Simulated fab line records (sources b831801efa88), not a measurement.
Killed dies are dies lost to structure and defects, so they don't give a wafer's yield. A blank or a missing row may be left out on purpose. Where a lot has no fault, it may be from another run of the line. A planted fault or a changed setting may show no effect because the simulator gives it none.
Code-filled problem report in 8D (eight disciplines) form / flow sky130 / the parts of the form that need people (team, actions taken, sign-off) are left out

== 1. THE ISSUE ==
Wafers without a fault read 2999.9 W, standard deviation 0.6; cathode_dc_power_W at SKY_METAL5_SPUTTER_00 reads a mean of 2834.1 W on 3 wafers belonging to 2 lots. So: -99 or more standard deviations from the usual mean.
The step: material Ti, target thk 15 nm, time 10 s.
Seen first at day 46 21:25 on pvd_sputter-02, wafer L509.6. Wafers with a number at this step in the record: 36, from 12 lots. The rule behind "out" and "out of limits": a value lying over 4 standard deviations away from the usual mean. The other wafers with a number count as sound.

== 2. WHAT IT IS, AND WHAT IT ISN'T ==
question=which readings at this step | is=cathode_dc_power_W | is not=throttle_valve_pct
question=which lots | is=L509, L513 | is not=L497, L500, L502, L504, L506, L507, L508, L517, L518, L520
question=which wafers of those lots | is=L509.6, L513.2, L513.5 | is not=L509.2, L509.4, L513.4
question=read on which tools | is=pvd_sputter-02 | is not=pvd_sputter-03, pvd_sputter-04
question=when | is=from day 46 21:25 | is not=up to then (23 sound wafers); but 10 sound wafers of L513, L517, L518, L520 came after

== 3. WHAT RULES OUT EACH SUSPECT ==
Counting: if a tool at a process step up to the reading ran every lot that is out, it stays a suspect. Sound lots after the first of them don't rule it out here, since some wafers of a struck lot are sound.
- pvd_sputter-02 at SKY_METAL5_SPUTTER_00 (material Ti, target thk 15 nm, time 10 s): kept. Every lot that is out went through it, the first being L509 (day 46 21:25); the last sound lot it ran before that was L508 (day 46 20:32). Its own readings are out on those wafers: cathode_dc_power_W.
After counting, what remains is pvd_sputter-02 at SKY_METAL5_SPUTTER_00.

== 4. THE CAUSE (what the simulator had put in) ==
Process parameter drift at SKY_METAL5_SPUTTER_00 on pvd_sputter-02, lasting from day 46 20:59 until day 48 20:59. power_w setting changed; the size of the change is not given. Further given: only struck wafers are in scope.
Only this tool survived the counting.

== 5. THE CHAIN OF EFFECTS, in route order ==
One row per reading whose mean, taken over the struck wafers that have a number, lies over 3 standard deviations from the usual. Only readings whose record carries a usual standard deviation are examined. hours: median over the lots of the time between each lot's start at the first step of this table that gives one and its start at this step. sigmas: the change, counted in usual standard deviations.
hours=0; step=SKY_METAL5_SPUTTER_00; reading=cathode_dc_power_W; usual=2999.9 W; on struck wafers=2834.1; change=-165.8; sigmas=-99 or more
The process steps in it:
- SKY_METAL5_SPUTTER_00: material Ti, target thk 15 nm, time 10 s.

== 6. WHAT WOULD HAVE CAUGHT IT SOONER ==
The fault began at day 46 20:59; the first out-of-limits reading in this record came at day 46 21:25, 0 hours later.
